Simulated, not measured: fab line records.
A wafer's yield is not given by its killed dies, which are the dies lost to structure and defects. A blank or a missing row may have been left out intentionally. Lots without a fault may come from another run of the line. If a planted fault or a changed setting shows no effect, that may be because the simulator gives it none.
fab line records | flow gf180mcu
record: lots: 12 | wafers: 33 | last-day: 34
route steps=602 shown HV_LDD@186 CONTACT@311 V1@350 M3@413
lots that met no fault: taken from a fault-free run of the same line
start-h: hours from the record's opening day to when the first of the lot's shown wafers began | wait-h: hours since the lot's step before | " identical to the entry in the row above | L1.1+2: a row that stands for several wafers | - no value, or no start was given | * or withheld: withheld | < > ~ a bound
route shown NAME@n: NAME is a module with steps in the file, n the number in the route of the first one | usual: average and standard deviation across the fault-free wafers | same: alike in all rows | chamber/n: place in a boat | sites: each site's reading | _std_site: how widely they spread, as a standard deviation | _edge_site: mean of outer sites minus mean of inner sites | radius-mm: for every site, how far away it sits from the centre of the wafer | mask NAME#n: copy n | behind: tool/chamber where the wafer was last shaped | hold: why the lot was held/for how many hours/how that ended | device: names the non-switching transistor (n, p or np) | end of line: tests of these same wafers at the route's end | where a step has no rows: the recipe by itself | killed: dies lost to structure and defects at the first sort, not the wafer's yield | map: the dies of a wafer, with x for killed, . for not killed, _ for no die there
set.NAME: the setting that was run; set.NAME@STEP: the one run at that earlier step | model.NAME: the simulator's own value behind a step, which no gauge read
steps of the route over a sample of lots; a table a step, a row a wafer
services: a tool's chamber out of use, with start hour (start-h, from the record's first day; less than 0 if before it), hours out, and reason
== steps ==
step: GF_HV_LDD_STRIP_10
recipe: chemistry: O2/N2 | power-w: 1400 | pressure-mtorr: 1500 | platen-temp-c: 250 | o2-flow-sccm: 3000 | n2-flow-sccm: 300 | overash-fraction: 0.5
usual: drypump-motor-current-A: 5.63/0.28 | heater-power-w: 347/22 | oes-product-au: 0.715/0.0045 | strip-time-to-endpoint-s: 12.65/0.039
lot.wafer | tool            | chamber | start-h | wait-h | drypump-motor-current-A | heater-power-w | oes-product-au | rf-hours-counter-h | strip-time-to-endpoint-s
L258.1    | plasma-asher-03 | 1       | 217.17  | 0.1    | 5.34                    | 334            | 0.715          | 39                 | 12.64
L258.4    | "               | 0       | "       | "      | 5.73                    | 328            | 0.717          | -                  | 12.64
L258.6    | "               | 1       | "       | "      | 5.36                    | 333            | 0.713          | -                  | 12.64
L259.3    | plasma-asher-01 | 1       | 223.80  | 0.1    | 5.69                    | 364            | 0.725          | -                  | 12.62
L259.5    | "               | 0       | "       | "      | 5.93                    | 303            | 0.711          | -                  | 12.64
L259.6    | "               | 1       | "       | "      | 5.65                    | 371            | 0.713          | -                  | 12.64
L261.1    | plasma-asher-03 | 0       | 234.02  | 0.1    | 5.73                    | 332            | 0.710          | 40                 | 12.61
L261.2    | "               | 1       | "       | "      | 5.34                    | 339            | 0.713          | 40                 | 12.59
L261.3    | "               | 1       | "       | "      | 5.37                    | 343            | 0.719          | -                  | 12.64
L262.1    | plasma-asher-01 | 1       | 245.97  | 0.1    | 5.65                    | 368            | 0.713          | 62                 | 12.65
L262.3    | "               | 0       | "       | "      | 6.00                    | 313            | 0.718          | -                  | 12.65
L262.5    | "               | 1       | "       | "      | 5.64                    | 365            | 0.713          | -                  | 12.67
L264.3    | plasma-asher-03 | 0       | 256.80  | 0.1    | 5.74                    | 328            | 0.715          | -                  | 12.59
L264.4    | "               | 1       | "       | "      | 5.36                    | 342            | 0.713          | -                  | 12.62
L264.6    | "               | 1       | "       | "      | 5.37                    | 343            | 0.715          | -                  | 12.63
L269.1    | plasma-asher-03 | 0       | 297.27  | 0.1    | 5.71                    | 326            | 0.710          | 46                 | 12.65
L269.2    | "               | 1       | "       | "      | 5.36                    | 332            | 0.718          | 46                 | 12.63
L270.1    | plasma-asher-01 | 0       | 309.02  | 0.1    | 5.98                    | 317            | 0.710          | 68                 | 12.64
L270.2    | "               | 1       | "       | "      | 5.67                    | 352            | 0.722          | 68                 | 12.68
L271.1    | plasma-asher-04 | 1       | 310.77  | 0.1    | 5.23                    | 370            | 0.721          | 71                 | 12.60
L271.2    | "               | 0       | "       | "      | 6.00                    | 352            | 0.718          | 71                 | 12.60
L278.1    | plasma-asher-01 | 0       | 367.96  | 0.1    | 5.97                    | 311            | 0.703          | 74                 | 12.64
L278.2    | "               | 1       | "       | "      | 5.67                    | 373            | 0.718          | 74                 | 12.68
L278.3    | "               | 1       | "       | "      | 5.69                    | 363            | 0.709          | -                  | 12.62
L279.1    | plasma-asher-01 | 1       | 371.17  | 0.1    | 5.66                    | 368            | 0.711          | 75                 | 12.60
L279.4    | "               | 0       | "       | "      | 5.96                    | 311            | 0.722          | -                  | 12.65
L279.6    | "               | 0       | "       | "      | 5.99                    | 307            | 0.706          | -                  | 12.62
L280.1    | plasma-asher-04 | 1       | 376.97  | 0.1    | 5.26                    | 378            | 0.713          | 78                 | 12.68
L280.3    | "               | 0       | "       | "      | 5.99                    | 362            | 0.713          | -                  | 12.66
L280.5    | "               | 1       | "       | "      | 5.24                    | 373            | 0.717          | -                  | 12.67
L281.3    | plasma-asher-04 | 1       | 386.75  | 0.1    | 5.27                    | 371            | 0.722          | -                  | 12.71
L281.4    | "               | 0       | "       | "      | 5.98                    | 356            | 0.722          | -                  | 12.69
L281.6    | "               | 1       | "       | "      | 5.25                    | 371            | 0.717          | -                  | 12.70
step: GF_CONTACT_CVD_24
recipe: material: W | target-thk-nm: 300 | time-s: 90.339 | temp-c: 400 | pressure-torr: 40
usual: heater-power-outer-w: 510/82 | heater-power-w: 840/160
lot.wafer | tool     | chamber | start-h | wait-h | heater-power-outer-w | heater-power-w | since-wet-clean-h
L258.1    | cvd-w-01 | 1       | 361.94  | 0.0    | 452                  | 706            | 972
L258.4    | "        | 0       | "       | "      | 471                  | 799            | -
L258.6    | "        | 0       | "       | "      | 489                  | 803            | -
L259.3    | cvd-w-01 | 0       | 373.30  | 0.1    | 479                  | 787            | -
L259.5    | "        | 1       | "       | "      | 444                  | 725            | -
L259.6    | "        | 0       | "       | "      | 491                  | 783            | -
L261.1    | cvd-w-02 | 0       | 389.58  | 0.0    | 638                  | 1109           | 486
L261.2    | "        | 1       | "       | "      | 462                  | 737            | 486
L261.3    | "        | 1       | "       | "      | 457                  | 719            | -
L262.1    | cvd-w-02 | 0       | 400.57  | 0.0    | 636                  | 1092           | 497
L262.3    | "        | 0       | "       | "      | 620                  | 1101           | -
L262.5    | "        | 1       | "       | "      | 451                  | 747            | -
L264.3    | cvd-w-01 | 1       | 413.18  | 0.1    | 430                  | 692            | -
L264.4    | "        | 0       | "       | "      | 479                  | 776            | -
L264.6    | "        | 0       | "       | "      | 468                  | 788            | -
L269.1    | cvd-w-02 | 0       | 461.68  | 0.0    | 637                  | 1098           | 558
L269.2    | "        | 1       | "       | "      | 455                  | 741            | 558
L270.1    | cvd-w-02 | 0       | 474.97  | 0.0    | 662                  | 1101           | 571
L270.2    | "        | 1       | "       | "      | 457                  | 737            | 571
L271.1    | cvd-w-02 | 1       | 478.98  | 0.0    | 458                  | 758            | 575
L271.2    | "        | 0       | "       | "      | 651                  | 1117           | 575
L278.1    | cvd-w-01 | 0       | 537.98  | 0.0    | 475                  | 796            | 134
L278.2    | "        | 1       | "       | "      | 435                  | 678            | 134
L278.3    | "        | 0       | "       | "      | 465                  | 797            | -
L279.1    | cvd-w-02 | 1       | 544.27  | 0.0    | 476                  | 740            | 640
L279.4    | "        | 1       | "       | "      | 461                  | 746            | -
L279.6    | "        | 0       | "       | "      | 646                  | 1097           | -
L280.1    | cvd-w-01 | 1       | 549.98  | 0.0    | 443                  | 691            | 146
L280.3    | "        | 0       | "       | "      | 478                  | 802            | -
L280.5    | "        | 0       | "       | "      | 480                  | 781            | -
L281.3    | cvd-w-02 | 1       | 559.11  | 0.1    | 475                  | 750            | -
L281.4    | "        | 0       | "       | "      | 636                  | 1091           | -
L281.6    | "        | 1       | "       | "      | 464                  | 750            | -
step: GF_CONTACT_RS_MEAS_25
recipe: thk-meas-gauge: four-point-probe | reads: W_of_CONTACT_CVD_24+TiN_of_CONTACT_SPUTTER_23+Ti_of_CONTACT_SPUTTER_22
usual: CONTACT_W_RS: 0.379/0.0092
lot.wafer | tool          | chamber | start-h | wait-h | CONTACT_W_RS[ohm/sq]
L258.1    | film-metro-01 | -       | 362.04  | 0.1    | 0.383
L258.4    | "             | -       | "       | "      | 0.374
L258.6    | "             | -       | "       | "      | 0.380
L259.3    | film-metro-01 | -       | 373.41  | 0.1    | 0.375
L259.5    | "             | -       | "       | "      | 0.385
L259.6    | "             | -       | "       | "      | 0.380
L261.1    | film-metro-02 | -       | 389.68  | 0.1    | 0.389
L261.2    | "             | -       | "       | "      | 0.366
L261.3    | "             | -       | "       | "      | 0.365
L262.1    | film-metro-04 | -       | 400.68  | 0.1    | 0.392
L262.3    | "             | -       | "       | "      | 0.388
L262.5    | "             | -       | "       | "      | 0.371
L264.3    | film-metro-01 | -       | 413.28  | 0.1    | 0.388
L264.4    | "             | -       | "       | "      | 0.388
L264.6    | "             | -       | "       | "      | 0.387
L269.1    | film-metro-01 | -       | 461.78  | 0.1    | 0.383
L269.2    | "             | -       | "       | "      | 0.264
L270.1    | film-metro-02 | -       | 475.07  | 0.1    | 0.377
L270.2    | "             | -       | "       | "      | 0.266
L271.1    | film-metro-01 | -       | 479.09  | 0.1    | 0.368
L271.2    | "             | -       | "       | "      | 0.280
L278.1    | film-metro-02 | -       | 538.08  | 0.1    | 0.386
L278.2    | "             | -       | "       | "      | 0.388
L278.3    | "             | -       | "       | "      | 0.390
L279.1    | film-metro-04 | -       | 544.37  | 0.1    | 0.374
L279.4    | "             | -       | "       | "      | 0.371
L279.6    | "             | -       | "       | "      | 0.391
L280.1    | film-metro-02 | -       | 550.08  | 0.1    | 0.384
L280.3    | "             | -       | "       | "      | 0.386
L280.5    | "             | -       | "       | "      | 0.384
L281.3    | film-metro-01 | -       | 559.21  | 0.1    | 0.368
L281.4    | "             | -       | "       | "      | 0.387
L281.6    | "             | -       | "       | "      | 0.370
step: GF_CONTACT_THK_MEAS_26
recipe: thk-meas-gauge: xrf | reads: W_of_CONTACT_CVD_24
usual: CONTACT_W_THK: 307/7.6
lot.wafer | tool          | chamber | start-h | wait-h | CONTACT_W_THK[nm]
L258.1    | film-metro-01 | -       | 362.16  | 0.1    | 304
L258.4    | "             | -       | "       | "      | 311
L258.6    | "             | -       | "       | "      | 305
L259.3    | film-metro-01 | -       | 373.51  | 0.1    | 311
L259.5    | "             | -       | "       | "      | 302
L259.6    | "             | -       | "       | "      | 304
L261.1    | film-metro-02 | -       | 389.80  | 0.1    | 302
L261.2    | "             | -       | "       | "      | 322
L261.3    | "             | -       | "       | "      | 321
L262.1    | film-metro-04 | -       | 400.80  | 0.1    | 300
L262.3    | "             | -       | "       | "      | 301
L262.5    | "             | -       | "       | "      | 317
L264.3    | film-metro-01 | -       | 413.38  | 0.1    | 296
L264.4    | "             | -       | "       | "      | 299
L264.6    | "             | -       | "       | "      | 299
L269.1    | film-metro-01 | -       | 461.90  | 0.1    | 302
L269.2    | "             | -       | "       | "      | 432
L270.1    | film-metro-02 | -       | 475.19  | 0.1    | 308
L270.2    | "             | -       | "       | "      | 441
L271.1    | film-metro-01 | -       | 479.21  | 0.1    | 313
L271.2    | "             | -       | "       | "      | 408
L278.1    | film-metro-02 | -       | 538.20  | 0.1    | 302
L278.2    | "             | -       | "       | "      | 300
L278.3    | "             | -       | "       | "      | 299
L279.1    | film-metro-04 | -       | 544.49  | 0.1    | 311
L279.4    | "             | -       | "       | "      | 315
L279.6    | "             | -       | "       | "      | 298
L280.1    | film-metro-02 | -       | 550.20  | 0.1    | 305
L280.3    | "             | -       | "       | "      | 303
L280.5    | "             | -       | "       | "      | 305
L281.3    | film-metro-01 | -       | 559.31  | 0.1    | 315
L281.4    | "             | -       | "       | "      | 300
L281.6    | "             | -       | "       | "      | 315
step: GF_CONTACT_CMP_27
recipe: stop-on: SiO2 | down-force-psi: 3.5 | platen-rpm: 60 | t-overpolish-s: 15 | target-thk-nm: 0 | pad-velocity-m-s: 0.94248
usual: motor-current-A: 11.1/0.82 | time-to-endpoint-s: 74/3.2
lot.wafer | tool   | chamber | start-h | wait-h | motor-current-A | time-to-endpoint-s
L258.4    | cmp-02 | 0       | 362.27  | 0.1    | 11.7            | 77
L258.1    | "      | 2       | "       | "      | 9.9             | 74
L258.6    | "      | 3       | "       | "      | 12.2            | 78
L259.3    | cmp-02 | 1       | 373.65  | 0.1    | 11.0            | 76
L259.6    | "      | 3       | "       | "      | 12.8            | 81
L259.5    | "      | 0       | "       | "      | 11.2            | 75
L261.1    | cmp-01 | 2       | 389.86  | 0.1    | 11.8            | 72
L261.3    | "      | 0       | "       | "      | 11.4            | 74
L261.2    | "      | 1       | "       | "      | 11.3            | 81
L262.3    | cmp-02 | 3       | 400.96  | 0.1    | 11.6            | 75
L262.1    | "      | 0       | "       | "      | 11.0            | 71
L262.5    | "      | 2       | "       | "      | 9.8             | 76
L264.3    | cmp-02 | 3       | 413.47  | 0.1    | 12.0            | 77
L264.4    | "      | 0       | "       | "      | 11.0            | 72
L264.6    | "      | 3       | "       | "      | 12.1            | 73
L269.2    | cmp-02 | 3       | 461.96  | 0.0    | 12.4            | 110
L269.1    | "      | 1       | "       | "      | 11.0            | 75
L270.1    | cmp-01 | 3       | 475.30  | 0.1    | 11.1            | 75
L270.2    | "      | 1       | "       | "      | 11.3            | 107
L271.2    | cmp-02 | 2       | 479.32  | 0.1    | 9.8             | 97
L271.1    | "      | 0       | "       | "      | 10.6            | 76
L278.3    | cmp-01 | 3       | 538.31  | 0.1    | 11.3            | 73
L278.2    | "      | 0       | "       | "      | 10.7            | 72
L278.1    | "      | 1       | "       | "      | 10.6            | 73
L279.1    | cmp-01 | 0       | 544.60  | 0.1    | 11.1            | 71
L279.4    | "      | 2       | "       | "      | 12.4            | 73
L279.6    | "      | 0       | "       | "      | 11.1            | 69
L280.1    | cmp-01 | 3       | 550.36  | 0.1    | 11.8            | 76
L280.3    | "      | 0       | "       | "      | 11.3            | 71
L280.5    | "      | 1       | "       | "      | 11.1            | 73
L281.3    | cmp-02 | 1       | 559.40  | 0.1    | 11.4            | 74
L281.4    | "      | 2       | "       | "      | 9.4             | 72
L281.6    | "      | 0       | "       | "      | 10.6            | 78
step: GF_V1_OVL_MEAS_15
usual: V1_OVL: -1/4.7
lot.wafer | tool       | chamber | start-h | wait-h | V1_OVL[nm]
L258.1    | overlay-01 | -       | 409.28  | 0.1    | -3
L258.4    | "          | -       | "       | "      | -2
L258.6    | "          | -       | "       | "      | -1
L259.3    | overlay-01 | -       | 421.49  | 0.1    | -6
L259.5    | "          | -       | "       | "      | 0
L259.6    | "          | -       | "       | "      | -3
L261.1    | overlay-02 | -       | 438.53  | 0.1    | 0
L261.2    | "          | -       | "       | "      | -3
L261.3    | "          | -       | "       | "      | -5
L262.1    | overlay-02 | -       | 450.28  | 0.1    | 6
L262.3    | "          | -       | "       | "      | 1
L262.5    | "          | -       | "       | "      | 0
L264.3    | overlay-02 | -       | 463.19  | 0.1    | 3
L264.4    | "          | -       | "       | "      | 6
L264.6    | "          | -       | "       | "      | -1
L269.1    | overlay-02 | -       | 510.63  | 0.1    | -2
L269.2    | "          | -       | "       | "      | 1
L270.1    | overlay-02 | -       | 524.58  | 0.1    | -5
L270.2    | "          | -       | "       | "      | -8
L271.1    | overlay-01 | -       | 529.08  | 0.1    | -8
L271.2    | "          | -       | "       | "      | -4
L278.1    | overlay-01 | -       | 585.33  | 0.1    | -9
L278.2    | "          | -       | "       | "      | -10
L278.3    | "          | -       | "       | "      | -3
L279.1    | overlay-01 | -       | 591.13  | 0.1    | -8
L279.4    | "          | -       | "       | "      | -8
L279.6    | "          | -       | "       | "      | -10
L280.1    | overlay-02 | -       | 595.76  | 0.1    | 1
L280.3    | "          | -       | "       | "      | 1
L280.5    | "          | -       | "       | "      | 4
L281.3    | overlay-02 | -       | 603.79  | 0.1    | -1
L281.4    | "          | -       | "       | "      | -3
L281.6    | "          | -       | "       | "      | -2
step: GF_M3_SPUTTER_04
recipe: material: TiN | target-thk-nm: 50 | power-w: 6500 | time-s: 41.7 | chamber-pressure-pa: 0.4
usual: chamber-pressure-pa: 0.4001/0.0008 | throttle-valve-pct: 29.7/1.2
lot.wafer | tool           | chamber | start-h | wait-h | chamber-pressure-pa | throttle-valve-pct
L258.1    | pvd-sputter-02 | -       | 462.80  | 0.0    | 0.4003              | 30.8
L258.4    | "              | -       | "       | "      | 0.4003              | 29.5
L258.6    | "              | -       | "       | "      | 0.4005              | 28.9
L259.3    | pvd-sputter-03 | -       | 474.51  | 0.0    | 0.3989              | 30.0
L259.5    | "              | -       | "       | "      | 0.3996              | 30.1
L259.6    | "              | -       | "       | "      | 0.4002              | 30.2
L261.1    | pvd-sputter-03 | -       | 491.80  | 0.0    | 0.4001              | 27.5
L261.2    | "              | -       | "       | "      | 0.4002              | 30.0
L261.3    | "              | -       | "       | "      | 0.4002              | 31.2
L262.1    | pvd-sputter-02 | -       | 503.12  | 0.0    | 0.4003              | 30.7
L262.3    | "              | -       | "       | "      | 0.3981              | 29.0
L262.5    | "              | -       | "       | "      | 0.3993              | 30.2
L264.3    | pvd-sputter-03 | -       | 515.12  | 0.0    | 0.3990              | 30.1
L264.4    | "              | -       | "       | "      | 0.3995              | 27.7
L264.6    | "              | -       | "       | "      | 0.3995              | 27.7
L269.1    | pvd-sputter-01 | -       | 561.70  | 0.0    | 0.4009              | 29.9
L269.2    | "              | -       | "       | "      | 0.3981              | 30.7
L270.1    | pvd-sputter-01 | -       | 575.44  | 0.0    | 0.3998              | 30.2
L270.2    | "              | -       | "       | "      | 0.3991              | 30.4
L271.1    | pvd-sputter-02 | -       | 579.10  | 0.0    | 0.3998              | 30.9
L271.2    | "              | -       | "       | "      | 0.4008              | 29.3
L278.1    | pvd-sputter-03 | -       | 631.75  | 0.0    | 0.3991              | 31.5
L278.2    | "              | -       | "       | "      | 0.3997              | 27.5
L278.3    | "              | -       | "       | "      | 0.3988              | 30.3
L279.1    | pvd-sputter-03 | -       | 636.75  | 0.0    | 0.3996              | 27.3
L279.4    | "              | -       | "       | "      | 0.4002              | 30.1
L279.6    | "              | -       | "       | "      | 0.4004              | 31.5
L280.1    | pvd-sputter-03 | -       | 640.60  | 0.0    | 0.4005              | 30.0
L280.3    | "              | -       | "       | "      | 0.4003              | 30.3
L280.5    | "              | -       | "       | "      | 0.3997              | 31.1
L281.3    | pvd-sputter-02 | -       | 649.26  | 0.0    | 0.3997              | 28.9
L281.4    | "              | -       | "       | "      | 0.4001              | 29.0
L281.6    | "              | -       | "       | "      | 0.4004              | 29.9
== services ==
tool           | chamber | start-h | hours | kind
cvd-w-02       | -       | 198.89  | 0.7   | repair
cvd-w-01       | 1       | 199.97  | 12.7  | repair
cmp-02         | -       | 217.10  | 21.2  | repair
cmp-02         | -       | 227.64  | 0.7   | repair
cvd-w-02       | -       | 232.77  | 6.9   | pm
cmp-02         | -       | 238.33  | 4.0   | pm
cmp-02         | -       | 297.30  | 1.1   | repair
cmp-02         | -       | 310.94  | 3.6   | repair
cvd-w-02       | 1       | 313.32  | 7.6   | repair
pvd-sputter-03 | -       | 315.22  | 7.0   | repair
pvd-sputter-03 | -       | 316.40  | 2.7   | repair
pvd-sputter-03 | -       | 329.40  | 2.8   | repair
cmp-02         | -       | 329.88  | 11.0  | pm
cmp-02         | -       | 375.94  | 7.0   | pm
cmp-02         | -       | 387.34  | 6.1   | pm
cmp-02         | -       | 414.46  | 1.9   | repair
cvd-w-02       | -       | 530.55  | 0.7   | repair
cmp-02         | -       | 535.81  | 1.7   | repair
cmp-02         | -       | 578.38  | 4.0   | pm
cmp-02         | -       | 584.25  | 4.8   | repair
cvd-w-02       | 1       | 599.36  | 24.5  | repair
cmp-02         | -       | 602.78  | 2.7   | repair
pvd-sputter-03 | -       | 617.47  | 6.1   | repair
cmp-02         | -       | 628.60  | 13.1  | repair
== key ==
first-sign: step: GF_CONTACT_RS_MEAS_25 | reading: CONTACT_W_RS | direction: down | sigmas: 12 | usual: 0.379 | struck: 0.270
effect: step: GF_CONTACT_THK_MEAS_26 | reading: CONTACT_W_THK | direction: up | sigmas: 16 | usual: 307 | struck: 427
effect: step: GF_CONTACT_CMP_27 | reading: time-to-endpoint-s | direction: up | sigmas: 9.6 | usual: * | struck: *
met-at GF_CONTACT_CVD_24
struck-lots L269,L270,L271
struck-wafers L269.2,L270.2,L271.2
tester-left-out L269,L270,L271
not-acting-at GF_HV_LDD_STRIP_10,GF_V1_OVL_MEAS_15,GF_M3_SPUTTER_04
onset-between 400.57 461.68
fault: kind: process-parameter-drift | tool: cvd-w-02 | chamber: - | onset-h: 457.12 | steps: GF_CONTACT_CVD_24 | channel: target-thk-nm | offset: 110.25 | shape: step | end-h: 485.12 | scope: struck-wafers-only | acts-in: these-recipes-only | stated: 300
tester-left-out: of these lots the tester's yield and bins aren't shown, on N5 and GAA mostly nor the transistor test; their killed dies are dies lost to structure and defects alone, not to doping, threshold or leakage, so they don't give the yield
